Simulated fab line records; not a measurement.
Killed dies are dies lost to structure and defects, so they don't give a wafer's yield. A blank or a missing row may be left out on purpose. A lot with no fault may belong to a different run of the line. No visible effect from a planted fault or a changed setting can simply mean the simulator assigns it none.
Chamber matching -- flow gf180mcu -- cmp-02 running GF_V2_CMP_26: 4 sister chambers
The step polishes, stops on SiO2, t overpolish 15 s, target thk 0 nm. 8 wafers are shown with their chamber, then 10 later ones without.

## WAFERS, EACH WITH ITS CHAMBER
wafer,chamber,motor-current-A (A),time-to-endpoint-s (s)
L080.1,0,10.7,84.6
L083.1,3,9.8,85.5
L083.6,0,11.7,87.2
L086.1,2,10.0,84.6
L086.4,1,8.2,84.0
L086.5,1,8.6,79.7
L087.1,3,10.6,82.3
L087.2,2,10.3,87.1

## WAFERS MISSING THEIR CHAMBER
wafer,motor-current-A (A),time-to-endpoint-s (s)
L087.6,9.5,88.6
L090.1,8.1,83.0
L090.4,10.4,87.7
L090.6,8.5,85.9
L092.1,10.0,89.1
L092.2,8.6,87.1
L092.3,9.9,86.5
L095.4,8.3,82.3
L095.5,11.7,81.0
L095.6,10.6,86.2

## WHICH CHAMBER EACH WENT THROUGH
wafer,from the rows above,in truth
L087.6,can't be placed: 2 or 3 or 0 or 1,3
L090.1,1,1
L090.4,can't be placed: 2 or 3 or 0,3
L090.6,can't be placed: 1 or 2 or 3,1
L092.1,can't be placed: 2 or 3 or 0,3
L092.2,can't be placed: 1 or 2 or 3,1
L092.3,can't be placed: 2 or 3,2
L095.4,1,1
L095.5,can't be placed: 0 or 3 or 2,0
L095.6,can't be placed: 2 or 0 or 3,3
2 of 10 placed correctly. Not placeable from these rows: 8 (in 8, the candidates include the true chamber). Wrongly placed: 0.
How it was worked out, from the rows above alone: a wafer's distance from a chamber is the root of the sum, over the readings, of the square of ((its reading less the chamber's mean) divided by the reading's scatter). If the next closest chamber is less than 2 further off than the closest, the wafer can't be placed; otherwise it belongs to the closest. Each chamber's mean is taken over the wafers shown for it. The scatter: the root of (the sum of the squares of (reading less its chamber's mean) over the shown wafers, divided by (wafers less chambers)).
